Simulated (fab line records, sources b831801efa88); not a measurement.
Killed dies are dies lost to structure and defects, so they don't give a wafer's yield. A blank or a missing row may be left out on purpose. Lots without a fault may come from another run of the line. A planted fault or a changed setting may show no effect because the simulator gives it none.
A struck lot beside a sound one | flow sky130 | 15 steps out of a route of 708
Sound: wafers L164.1, L164.2, L164.3. Struck: wafer L179.3. (L179.4, L179.6 of the same lot were not struck and are left out.) The cause comes at the end.
At each step with rows: each side's tool, then ch and its chambers, then its first start. Under that, the readings that differ: sound wafers | struck wafers | difference of the means | sigmas: that difference in standard deviations of wafers without a fault.
alike: readings whose means differ by less than 2 such deviations, and words and numbers that are the same on both sides. not compared: withheld readings, readings that some wafer has no value for, bounds like >300 that may hide the same value, and numbers for which the record gives no deviation and whose values overlap.
The two part at a step that has a row with sigmas, a row that says differs or no value, or rows on one side only. Numbers that don't overlap but have no deviation are shown without sigmas and don't part them. A reading that every wafer of one side lacks parts them only if that side has two wafers or more.

SKY_VIA3_CMP_02: polishes SiO2.
  sound on cmp-02 ch 0,2,3, day 38 06:30; struck on cmp-01 ch 2, day 43 05:21
  alike: motor_current_A
SKY_VIA3_BOW_MEAS_03:
  sound on film_metro-01, day 38 06:48; struck on film_metro-04, day 43 05:41
  alike: VIA3_BOW
then, 8 steps without rows for these wafers: SKY_VIA3_DEHYDRATE_04 (time 60 s); SKY_VIA3_HMDS_05 (prime time 60 s); SKY_VIA3_COAT_06 (resist thk 60 nm); SKY_VIA3_COAT_07 (resist thk 450 nm); SKY_VIA3_SOFTBAKE_08 (time 90 s); SKY_VIA3_EXPOSE_09 (exposes mask VIM3, target cd 200 nm); SKY_VIA3_PEB_10; SKY_VIA3_DEVELOP_11 (develop time 60 s).
SKY_VIA3_CD_MEAS_12: target cd 200 nm.
  sound on cd_sem-02, day 39 08:14; struck on cd_sem-02, day 44 04:39
  alike: cd_nm
SKY_VIA3_OVL_MEAS_13:
  sound on overlay-02, day 39 08:22; struck on overlay-02, day 44 04:45
  alike: VIA3_OVL
SKY_VIA3_ETCH_14: etches BARC in N2/H2, stops on SiO2, time 45.9 s, target depth 60 nm.
  sound on rie_diel-01 ch 0,1,2, day 39 08:23; struck on rie_diel-01 ch 0, day 44 04:46
  reading                                     | sound             | struck | difference | sigmas
  oes_product_au (a.u.)                       | 0.855 0.856 0.854 | 0.972  | +0.117     | +24
  rf_hours_counter_h (h)                      | 5 4 4             | 8      | +4         |
  run_length_s (s)                            | 73.9 74.5 73.5    | 68.3   | -5.7       | -10
  model.KrF-thick_of_VIA3_COAT_07.thk_nm (nm) | 388.8 390 390     | 398.7  | +9.1       |
  alike: chamber_pressure_mTorr, drypump_motor_current_A, h2_flow_sccm, throttle_valve_pct
SKY_VIA3_ETCH_15: etches SiO2 in C4F8/O2/Ar, stops on TiN, target depth 507 nm, time 78 s.
  sound on rie_diel-01 ch 0,1,2, day 39 08:26; struck on rie_diel-01 ch 0, day 44 04:49
  reading                                     | sound           | struck | difference | sigmas
  rf_hours_counter_h (h)                      | 5 4 5           | 8      | +3         |
  model.KrF-thick_of_VIA3_COAT_07.thk_nm (nm) | 284.7 285 288.4 | 296.4  | +10.4      |
  alike: chamber_pressure_mTorr, oes_product_au, run_length_s
SKY_VIA3_STRIP_16: strips in O2/N2.
  sound on plasma_asher-02 ch 0,1, day 39 08:30; struck on plasma_asher-02 ch 1, day 44 04:54
  reading                      | sound             | struck | difference | sigmas
  oes_product_au (a.u.)        | 0.397 0.387 0.403 | 0.408  | +0.012     | +3
  strip_time_to_endpoint_s (s) | 4.067 4.071 4.101 | 4.156  | +0.076     | +3
  alike: chamber_pressure_mTorr, drypump_motor_current_A
  not compared: rf_hours_counter_h

WHERE THEY PART
First at SKY_VIA3_ETCH_14; last, within this record, at SKY_VIA3_STRIP_16.

WHY: what the simulator had put in
Process parameter drift: rie_diel-01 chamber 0, from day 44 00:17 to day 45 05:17, at SKY_VIA3_ETCH_14. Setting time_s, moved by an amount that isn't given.
